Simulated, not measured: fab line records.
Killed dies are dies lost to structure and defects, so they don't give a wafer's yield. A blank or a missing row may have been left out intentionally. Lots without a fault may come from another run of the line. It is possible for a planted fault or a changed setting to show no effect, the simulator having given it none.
fab line records	flow sky130
[record] lots = 11	wafers = 33	lastDay = 49
route steps=708 shown VIA2@531 METAL3@565 VIA3@573 PAD_OPEN@708
lots untouched by any fault: they come from a run of this same line in which no faults occurred
startH: start of the lot's first displayed wafer, in hours after the record's first day	waitH: hours from the lot's prior step to this one	" as in the row above	L1.1+2: several wafers, shown together as one row	- either no value or no given start	* or withheld: withheld	< > ~ a bound
route shown NAME@n: a module of which the file shows steps, and the number in the route of the first	usual: average and standard deviation across the fault-free wafers	same: alike in all rows	chamber/n: place in a boat	sites: readings site by site	_std_site: standard deviation of those values	_edge_site: outer sites' mean less inner sites'	radiusMm: how far each site lies from the wafer's centre	mask NAME#n: copy n	behind: the last tool/chamber to shape the wafer	hold: cause of the lot's hold/its duration in hours/its outcome	device: transistor that didn't switch, given as n, p or np	end of line: tests run on the same wafers once the route is complete	a step with no rows: only its recipe	killed: dies that structure and defects cost at the first sort, which is not the same as the wafer's yield	map: per-die view of a wafer (x killed, . not killed, _ where there is no die)
set.NAME: setting as actually run; set.NAME@STEP: the setting as run at that earlier step	model.NAME: the simulator's own value behind a step, which no gauge read
the route's steps for a sample of lots (tables are steps, rows are wafers)
services: a tool's chamber out of use, with start hour (startH, from the record's first day; less than 0 if before it), hours out, and reason
[[steps]]
[step SKY_VIA2_CMP_24]
[recipe] stopOn = SiO2	tOverpolishS = 20	downForcePsi = 3.5	platenRpm = 60	targetThkNm = 0	padVelocityMS = 0.94248
[usual] motorCurrentA = 11.0/0.97	overpolishRunS = 19.999/0.0083	platenRpm = 60.00/0.037	timeToEndpointS = 101/4
lot.wafer	tool	chamber	startH	waitH	motorCurrentA	overpolishRunS	platenRpm	timeToEndpointS
L924.1	cmp-02	0	861.48	0.1	11.2	19.985	60.05	97
L924.2	"	2	"	"	11.6	20.003	60.12	104
L924.3	"	3	"	"	11.3	20.000	59.99	101
L925.1	cmp-01	3	866.29	0.1	10.0	20.019	59.98	103
L925.4	"	0	"	"	12.2	19.993	60.00	103
L925.2	"	1	"	"	9.8	20.009	59.98	108
L928.4	cmp-01	1	881.56	0.1	9.9	20.012	59.93	109
L928.2	"	2	"	"	10.8	20.003	59.97	107
L928.5	"	0	"	"	12.4	20.001	60.11	111
L927.4	cmp-02	0	894.57	0.1	10.6	19.996	60.03	95
L927.3	"	1	"	"	12.2	20.009	60.01	96
L927.1	"	2	"	"	11.5	20.002	60.00	98
L929.2	cmp-01	3	906.93	0.1	10.1	20.001	59.95	100
L929.4	"	1	"	"	10.3	20.005	59.99	109
L929.5	"	2	"	"	10.0	20.003	60.02	104
L932.4	cmp-01	2	928.51	0.1	10.8	19.990	60.09	104
L932.3	"	0	"	"	12.2	19.986	60.06	104
L932.6	"	2	"	"	10.2	20.008	60.00	103
L933.3	cmp-01	3	940.99	0.0	9.6	19.999	60.00	99
L933.4	"	1	"	"	10.2	20.000	59.97	104
L933.6	"	0	"	"	12.4	19.992	59.93	103
L934.1	cmp-02	2	942.51	0.2	12.0	20.009	60.00	103
L934.6	"	3	"	"	11.3	19.988	59.98	105
L934.5	"	0	"	"	10.9	19.997	60.01	98
L938.1	cmp-01	0	954.10	0.1	12.1	20.008	60.02	100
L938.4	"	1	"	"	9.4	20.000	60.02	99
L938.5	"	1	"	"	10.4	19.992	60.03	104
L941.1	cmp-02	1	978.28	0.1	11.8	20.001	60.02	100
L941.2	"	0	"	"	11.2	20.000	59.99	99
L941.5	"	2	"	"	11.9	20.004	59.97	105
L944.2	cmp-01	3	992.84	0.0	10.4	19.997	59.99	95
L944.3	"	0	"	"	12.3	20.008	60.02	96
L944.6	"	0	"	"	12.3	20.007	59.99	95
[step SKY_METAL3_DESCUM_15]
[recipe] chemistry = O2	sourcePowerW = 150	biasPowerW = 0	pressureMtorr = 10	tempC = 40	timeS = 8
[usual] drypumpMotorCurrentA = 5.8/0.41	oesProductAu = 1.002/0.01
lot.wafer	tool	chamber	startH	waitH	drypumpMotorCurrentA	oesProductAu	rfHoursCounterH
L924.1	rieMetal-04	1	913.01	0.0	5.2	0.988	10
L924.2	"	0	"	"	6.2	1.010	15
L924.3	"	1	"	"	5.1	0.994	-
L925.1	rieMetal-02	0	918.42	0.0	6.0	1.022	6
L925.2	"	1	"	"	6.1	1.006	1
L925.4	"	1	"	"	6.1	1.009	-
L928.2	rieMetal-02	1	932.06	0.0	6.1	0.994	1
L928.4	"	1	"	"	6.1	1.008	-
L928.5	"	1	"	"	6.1	1.011	-
L927.1	rieMetal-04	0	944.61	0.0	6.2	0.997	16
L927.3	"	0	"	"	6.2	1.004	-
L927.4	"	1	"	"	5.2	1.005	-
L929.2	rieMetal-04	1	956.31	0.0	5.2	0.991	12
L929.4	"	1	"	"	5.2	1.005	-
L929.5	"	1	"	"	5.2	1.004	-
L932.3	rieMetal-03	0	977.57	0.0	5.9	0.999	-
L932.4	"	1	"	"	6.0	0.981	-
L932.6	"	0	"	"	5.9	0.999	-
L933.3	rieMetal-02	1	989.85	0.0	6.1	1.012	-
L933.4	"	0	"	"	6.0	1.034	-
L933.6	"	1	"	"	6.1	0.999	-
L934.1	rieMetal-04	1	991.21	0.0	5.1	1.004	14
L934.5	"	0	"	"	6.2	1.008	-
L934.6	"	1	"	"	5.2	0.996	-
L938.1	rieMetal-02	0	1001.71	0.0	6.1	1.018	10
L938.4	"	1	"	"	6.1	1.012	-
L938.5	"	0	"	"	6.0	1.020	-
L941.1	rieMetal-02	0	1026.41	0.0	6.0	1.016	12
L941.2	"	1	"	"	6.1	0.995	7
L941.5	"	1	"	"	6.1	1.001	-
L944.2	rieMetal-02	1	1039.61	0.0	6.1	0.996	7
L944.3	"	1	"	"	6.1	1.004	-
L944.6	"	1	"	"	6.1	1.010	-
[step SKY_METAL3_ETCH_16]
[recipe] chemistry = N2/H2	target = BARC	ionEnergyEv = 200	biasW = 100	pressureMtorr = 30	n2FlowSccm = 100	h2FlowSccm = 200	icpW = 500	stopOn = SiO2	timeS = 88.2	targetDepthA = 600
[usual] drypumpMotorCurrentA = 5.8/0.41	n2FlowSccm = 100.0/0.32	oesProductAu = 0.626/0.005	throttleValvePct = 13.205/0.0096
lot.wafer	tool	chamber	startH	waitH	drypumpMotorCurrentA	n2FlowSccm	oesProductAu	rfHoursCounterH	throttleValvePct
L924.1	rieMetal-04	1	913.04	0.0	5.2	100.3	0.626	10	13.197
L924.2	"	0	"	"	6.2	100.2	0.624	15	13.210
L924.3	"	1	"	"	5.2	100.1	0.631	-	13.207
L925.1	rieMetal-02	0	918.45	0.0	6.0	99.6	0.622	6	13.215
L925.2	"	1	"	"	6.2	99.7	0.623	1	13.205
L925.4	"	1	"	"	6.1	99.3	0.628	-	13.216
L928.2	rieMetal-02	1	932.09	0.0	6.1	100.1	0.618	1	13.206
L928.4	"	1	"	"	6.1	99.6	0.626	-	13.208
L928.5	"	1	"	"	6.1	99.7	0.628	-	13.207
L927.1	rieMetal-04	0	944.64	0.0	6.2	99.4	0.623	16	13.202
L927.3	"	0	"	"	6.2	100.1	0.622	-	13.222
L927.4	"	1	"	"	5.2	100.0	0.622	-	13.215
L929.2	rieMetal-04	1	956.34	0.0	5.2	100.6	0.612	12	13.203
L929.4	"	1	"	"	5.2	100.3	0.629	-	13.203
L929.5	"	1	"	"	5.2	100.0	0.627	-	13.191
L932.3	rieMetal-03	0	977.62	0.0	5.9	99.9	0.624	-	13.202
L932.4	"	1	"	"	6.0	100.3	0.631	-	13.197
L932.6	"	0	"	"	5.9	100.1	0.627	-	13.201
L933.3	rieMetal-02	1	989.91	0.0	6.1	99.7	0.626	-	13.191
L933.4	"	0	"	"	6.0	99.9	0.623	-	13.216
L933.6	"	1	"	"	6.1	99.9	0.625	-	13.207
L934.1	rieMetal-04	1	991.24	0.0	5.1	100.2	0.629	14	13.195
L934.5	"	0	"	"	6.2	99.8	0.635	-	13.199
L934.6	"	1	"	"	5.2	100.5	0.621	-	13.203
L938.1	rieMetal-02	0	1001.74	0.0	6.1	100.1	0.631	10	13.207
L938.4	"	1	"	"	6.1	100.4	0.624	-	13.223
L938.5	"	0	"	"	6.0	100.1	0.629	-	13.216
L941.1	rieMetal-02	0	1026.44	0.0	6.0	99.5	0.626	12	13.202
L941.2	"	1	"	"	6.2	100.3	0.627	7	13.189
L941.5	"	1	"	"	6.1	100.6	0.627	-	13.213
L944.2	rieMetal-02	1	1039.64	0.0	6.2	99.3	0.629	7	13.208
L944.3	"	1	"	"	6.2	99.8	0.623	-	13.202
L944.6	"	1	"	"	6.2	99.4	0.629	-	13.193
[step SKY_VIA3_HDPCVD_00]
[recipe] material = SiO2	targetThkNm = 1635	sigmaOpenFrac = 0.3	timeS = 272.5	tempC = 400	sih4FlowSccm = 60	pressureMtorr = 6
[usual] runLengthS = 300.4/0.59	sih4FlowSccm = 60.01/0.19
lot.wafer	tool	chamber	startH	waitH	runLengthS	sih4FlowSccm
L924.1	hdpcvd-02	1	914.01	0.0	300.1	60.16
L924.2	"	0	"	"	300.3	59.98
L924.3	"	2	"	"	301.3	60.10
L925.1	hdpcvd-02	0	919.52	0.0	300.0	59.76
L925.2	"	2	"	"	301.3	59.72
L925.4	"	2	"	"	301.4	59.93
L928.2	hdpcvd-02	0	933.01	0.0	299.7	59.72
L928.4	"	2	"	"	301.8	59.93
L928.5	"	0	"	"	300.1	59.94
L927.1	hdpcvd-02	0	945.53	0.0	300.7	60.22
L927.3	"	2	"	"	301.4	60.16
L927.4	"	1	"	"	300.0	59.98
L929.2	hdpcvd-02	0	957.23	0.0	299.8	59.82
L929.4	"	1	"	"	300.2	60.09
L929.5	"	0	"	"	300.0	59.96
L932.3	hdpcvd-02	0	978.48	0.0	275.7	60.36
L932.4	"	0	"	"	299.9	60.36
L932.6	"	2	"	"	301.3	60.06
L933.3	hdpcvd-02	2	990.81	0.0	277.0	59.90
L933.4	"	0	"	"	300.0	59.91
L933.6	"	1	"	"	300.2	60.16
L934.1	hdpcvd-02	1	992.22	0.0	276.3	60.04
L934.5	"	2	"	"	301.8	60.06
L934.6	"	1	"	"	300.6	60.01
L938.1	hdpcvd-01	2	1002.63	0.0	300.3	60.17
L938.4	"	2	"	"	299.8	60.05
L938.5	"	0	"	"	300.5	60.31
L941.1	hdpcvd-01	2	1027.50	0.0	300.1	59.95
L941.2	"	0	"	"	299.9	59.85
L941.5	"	1	"	"	301.4	59.58
L944.2	hdpcvd-01	1	1040.61	0.0	300.7	60.21
L944.3	"	0	"	"	300.3	60.00
L944.6	"	0	"	"	299.7	60.11
[step SKY_VIA3_THK_MEAS_01]
[recipe] reads = SiO2_of_VIA3_HDPCVD_00
[usual] VIA3_HDPCVD_THK = 1635/19
lot.wafer	tool	chamber	startH	waitH	VIA3_HDPCVD_THK[nm]
L924.1	filmMetro-02	-	914.18	0.1	1685
L924.2	"	-	"	"	1644
L924.3	"	-	"	"	1659
L925.1	filmMetro-01	-	919.69	0.1	1609
L925.2	"	-	"	"	1647
L925.4	"	-	"	"	1630
L928.2	filmMetro-01	-	933.19	0.1	1651
L928.4	"	-	"	"	1640
L928.5	"	-	"	"	1658
L927.1	filmMetro-02	-	945.70	0.1	1616
L927.3	"	-	"	"	1605
L927.4	"	-	"	"	1647
L929.2	filmMetro-01	-	957.41	0.1	1627
L929.4	"	-	"	"	1626
L929.5	"	-	"	"	1629
L932.3	filmMetro-02	-	978.66	0.1	1513
L932.4	"	-	"	"	1653
L932.6	"	-	"	"	1639
L933.3	filmMetro-02	-	990.99	0.1	1508
L933.4	"	-	"	"	1643
L933.6	"	-	"	"	1678
L934.1	filmMetro-04	-	992.39	0.1	1519
L934.5	"	-	"	"	1659
L934.6	"	-	"	"	1689
L938.1	filmMetro-01	-	1002.79	0.1	1631
L938.4	"	-	"	"	1632
L938.5	"	-	"	"	1613
L941.1	filmMetro-01	-	1027.67	0.1	1612
L941.2	"	-	"	"	1612
L941.5	"	-	"	"	1617
L944.2	filmMetro-04	-	1040.79	0.1	1618
L944.3	"	-	"	"	1631
L944.6	"	-	"	"	1614
[step SKY_PAD_OPEN_PROBE_99]
[usual] defectLimitedYield = 82.5/1.9	killed_at_M0_to_M3 = 43/6.8	killed_at_M4_up = 3.2/1.8	killedAtContacts = 24/6.2	killedAtFrontEnd = 15/4.7	killedAtOther = 0.4/0.63	killedDies = 86/9.6	killedOpen = 47/6.9	killedShort = 39/6.3	sort_bin_3_pad_short = 0.9/0.46	sort_bin_5_function = 10.5/1.5	sort_bin_6_memory = 6.1/1.1	sortNPass = 406/9.6	sortYieldPct = 82.5/1.9
[same] grossDies = 492	killedAtBackSide = 0	sort_bin_4_leakage[%] = 0	sort_bin_8_speed[%] = 0
lot.wafer	tool	chamber	startH	waitH	defectLimitedYield[%]	killed_at_M0_to_M3	killed_at_M4_up	killedAtContacts	killedAtFrontEnd	killedAtOther	killedDies	killedOpen	killedShort	sort_bin_3_pad_short[%]	sort_bin_5_function[%]	sort_bin_6_memory[%]	sortNPass	sortYieldPct[%]
L924.1	prober-02	-	1080.48	0.1	82.5	41	2	27	16	0	86	51	34	1.0	10.4	6.1	406	82.5
L924.2	prober-02	-	1080.53	0.1	79.9	51	4	22	22	0	99	58	41	0.8	14.0	5.3	393	79.9
L924.3	prober-02	-	1080.58	0.2	82.7	39	1	27	18	0	85	50	34	0.8	11.2	5.3	407	82.7
L925.1	prober-01	-	1087.86	0.1	82.9	28	3	34	19	0	84	48	35	1.0	8.5	7.5	408	82.9
L925.2	prober-01	-	1087.91	0.1	79.3	61	3	24	13	1	102	54	45	1.0	11.8	7.9	390	79.3
L925.4	prober-01	-	1088.01	0.2	78.7	43	6	32	22	2	105	55	48	1.6	12.6	7.1	387	78.7
L928.2	prober-01	-	1099.54	0.1	81.1	45	5	23	20	0	93	46	46	1.8	12.0	5.1	399	81.1
L928.4	prober-01	-	1099.64	0.2	82.5	36	4	33	13	0	86	49	37	0.6	8.9	7.9	406	82.5
L928.5	prober-01	-	1099.69	0.2	84.3	38	0	25	14	0	77	46	31	1.0	10.8	3.9	415	84.3
L927.1	prober-02	-	1112.03	0.1	81.5	46	2	29	13	1	91	49	40	1.2	11.6	5.7	401	81.5
L927.3	prober-02	-	1112.13	0.2	82.9	51	3	15	15	0	84	47	37	1.2	10.4	5.5	408	82.9
L927.4	prober-02	-	1112.18	0.2	81.1	36	5	30	22	0	93	52	40	1.8	10.6	6.5	399	81.1
L934.1	prober-02	-	1149.53	0.1	82.3	42	3	23	19	0	87	46	41	0.6	11.2	5.9	405	82.3
L934.5	prober-02	-	1149.73	0.2	80.9	47	5	24	18	0	94	51	43	1.0	9.6	8.5	398	80.9
L934.6	prober-02	-	1149.78	0.2	81.1	50	2	20	21	0	93	55	38	0.8	11.8	6.3	399	81.1
L941.1	prober-01	-	1176.01	0.1	83.9	44	5	18	12	0	79	43	35	0.8	10.4	4.9	413	83.9
L941.2	prober-01	-	1176.06	0.1	80.7	53	7	24	11	0	95	55	39	1.4	13.0	4.9	397	80.7
L941.5	prober-01	-	1176.21	0.2	84.6	46	1	15	14	0	76	38	38	0.8	9.3	5.3	416	84.6
// killed by level:class
L924.1 LI_CONTACT:geometricParticle:open=11 CONTACT:geometricParticle:open=10 METAL1:geometricParticle:short=8 VIA1:geometricParticle:open=8 VIA2:geometricParticle:open=8 FIELD_ISO:geometricParticle:open=4 FIELD_ISO:geometricParticle:short=4 VIA1:geometricParticle:short=4
L924.2 VIA1:geometricParticle:open=17 LI_CONTACT:geometricParticle:open=11 VIA1:geometricParticle:short=9 METAL2:geometricParticle:short=7 FIELD_ISO:geometricParticle:short=6 CONTACT:geometricParticle:open=6 VIA2:geometricParticle:open=6 POLY_GATE:geometricParticle:open=5
L924.3 CONTACT:geometricParticle:open=14 VIA1:geometricParticle:open=11 POLY_GATE:geometricParticle:open=5 LI_CONTACT:geometricParticle:open=5 VIA1:geometricParticle:short=5 VIA2:geometricParticle:open=5 METAL2:geometricParticle:short=5 FIELD_ISO:geometricParticle:short=4
L925.1 CONTACT:geometricParticle:open=12 LI_CONTACT:geometricParticle:open=10 POLY_GATE:geometricParticle:open=7 VIA3:geometricParticle:open=7 FIELD_ISO:geometricParticle:short=6 CONTACT:geometricParticle:short=6 METAL2:geometricParticle:short=5 VIA1:geometricParticle:short=4
L925.2 VIA3:geometricParticle:open=12 VIA1:geometricParticle:open=11 CONTACT:geometricParticle:open=8 VIA1:geometricParticle:short=7 VIA2:geometricParticle:short=7 LI_CONTACT:geometricParticle:open=6 METAL2:geometricParticle:short=5 VIA2:geometricParticle:open=5
L925.4 VIA1:geometricParticle:open=12 CONTACT:geometricParticle:open=11 CONTACT:geometricParticle:short=8 POLY_GATE:geometricParticle:open=7 FIELD_ISO:geometricParticle:short=5 POLY_GATE:geometricParticle:short=5 VIA3:geometricParticle:open=5 LI_CONTACT:geometricParticle:open=5
L928.2 METAL2:geometricParticle:short=12 VIA2:geometricParticle:open=9 LI_CONTACT:geometricParticle:open=8 VIA1:geometricParticle:open=7 POLY_GATE:geometricParticle:open=6 POLY_GATE:geometricParticle:short=6 LOCAL_INTERCONNECT:geometricParticle:short=6 CONTACT:geometricParticle:open=4
L928.4 CONTACT:geometricParticle:open=12 VIA1:geometricParticle:open=10 LOCAL_INTERCONNECT:geometricParticle:short=8 VIA3:geometricParticle:open=6 LI_CONTACT:geometricParticle:open=5 CONTACT:geometricParticle:short=5 VIA2:geometricParticle:open=5 METAL2:geometricParticle:short=4
L928.5 CONTACT:geometricParticle:open=12 VIA1:geometricParticle:open=12 VIA3:geometricParticle:open=7 METAL2:geometricParticle:short=6 LOCAL_INTERCONNECT:geometricParticle:short=5 VIA2:geometricParticle:open=4 FIELD_ISO:geometricParticle:open=3 FIELD_ISO:geometricParticle:short=3
L927.1 VIA1:geometricParticle:open=15 CONTACT:geometricParticle:open=9 LI_CONTACT:geometricParticle:open=8 METAL1:geometricParticle:short=8 CONTACT:geometricParticle:short=5 VIA1:geometricParticle:short=4 METAL2:geometricParticle:short=4 VIA2:geometricParticle:short=4
L927.3 VIA3:geometricParticle:open=9 METAL2:geometricParticle:short=7 CONTACT:geometricParticle:open=6 VIA1:geometricParticle:open=6 VIA2:geometricParticle:open=6 FIELD_ISO:geometricParticle:open=5 LI_CONTACT:geometricParticle:open=5 VIA1:geometricParticle:short=5
L927.4 CONTACT:geometricParticle:open=12 VIA1:geometricParticle:open=9 POLY_GATE:geometricParticle:open=6 METAL2:geometricParticle:short=5 CONTACT:geometricParticle:short=5 LI_CONTACT:geometricParticle:open=5 POLY_GATE:geometricParticle:short=4 VIA4:geometricParticle:open=4
L934.1 VIA1:geometricParticle:open=13 CONTACT:geometricParticle:open=10 FIELD_ISO:geometricParticle:open=7 LI_CONTACT:geometricParticle:open=6 METAL1:geometricParticle:short=6 VIA2:geometricParticle:open=5 CONTACT:geometricParticle:short=5 VIA1:geometricParticle:short=5
L934.5 VIA1:geometricParticle:open=13 CONTACT:geometricParticle:open=12 POLY_GATE:geometricParticle:short=8 LI_CONTACT:geometricParticle:open=5 VIA1:geometricParticle:short=5 METAL3:geometricParticle:short=5 VIA2:geometricParticle:open=5 VIA3:geometricParticle:open=5
L934.6 VIA1:geometricParticle:open=12 METAL1:geometricParticle:short=8 VIA2:geometricParticle:open=8 FIELD_ISO:geometricParticle:short=7 FIELD_ISO:geometricParticle:open=7 CONTACT:geometricParticle:open=7 VIA3:geometricParticle:open=6 POLY_GATE:geometricParticle:open=5
L941.1 VIA1:geometricParticle:open=9 VIA3:geometricParticle:open=8 METAL2:geometricParticle:short=8 CONTACT:geometricParticle:open=7 FIELD_ISO:geometricParticle:open=5 METAL1:geometricParticle:short=5 VIA1:geometricParticle:short=5 POLY_GATE:geometricParticle:open=4
L941.2 CONTACT:geometricParticle:open=16 VIA1:geometricParticle:open=15 VIA2:geometricParticle:open=8 VIA1:geometricParticle:short=7 POLY_GATE:geometricParticle:short=5 METAL4:geometricParticle:short=5 VIA3:geometricParticle:open=5 METAL2:geometricParticle:short=4
L941.5 METAL2:geometricParticle:short=9 VIA1:geometricParticle:open=8 METAL1:geometricParticle:short=7 CONTACT:geometricParticle:open=6 VIA2:geometricParticle:open=6 POLY_GATE:geometricParticle:short=4 LI_CONTACT:geometricParticle:open=4 LOCAL_INTERCONNECT:geometricParticle:short=4
[[services]]
tool	chamber	startH	hours	kind
rieMetal-02	1	863.70	17.8	repair
rieMetal-02	1	881.56	-	clean
rieMetal-02	1	881.56	23.0	scheduledDown
rieMetal-02	1	881.56	23.0	ventCycle
cmp-01	-	892.20	5.7	pm
cmp-02	-	903.60	1.4	repair
cmp-02	-	912.00	4.0	pm
cmp-02	-	932.93	0.9	repair
cmp-01	-	939.52	1.2	repair
hdpcvd-01	-	942.55	1.7	repair
hdpcvd-01	-	950.25	15.0	pm
rieMetal-04	-	956.44	1.4	pm
cmp-01	-	957.95	0.5	repair
cmp-02	-	970.11	0.4	repair
cmp-01	-	974.76	4.7	pm
cmp-01	-	982.68	4.8	repair
hdpcvd-02	-	999.11	14.6	pm
cmp-02	-	1002.70	7.7	pm
rieMetal-04	0	1009.92	-	clean
rieMetal-04	0	1009.92	17.3	scheduledDown
rieMetal-03	1	1011.18	27.6	repair
cmp-01	-	1021.69	1.3	repair
cmp-01	-	1023.76	2.2	repair
rieMetal-03	0	1031.79	19.2	repair
[[key]]
[firstSign] step = SKY_VIA3_HDPCVD_00	reading = runLengthS	direction = down	sigmas = 41	usual = *	struck = *
[effect] step = SKY_VIA3_THK_MEAS_01	reading = VIA3_HDPCVD_THK	direction = down	sigmas = 6.3	usual = 1635	struck = 1513
metAt SKY_VIA3_HDPCVD_00
struckLots L932,L933,L934
struckWafers L932.3,L933.3,L934.1
notActingAt SKY_VIA2_CMP_24,SKY_METAL3_DESCUM_15,SKY_METAL3_ETCH_16
onsetBetween 957.23 978.48
[fault] kind = processParameterDrift	tool = hdpcvd-02	chamber = -	onsetH = 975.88	steps = SKY_VIA3_HDPCVD_00	channel = timeS	offset = *	shape = step	endH = 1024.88	scope = struckWafersOnly	actsIn = *	stated = *
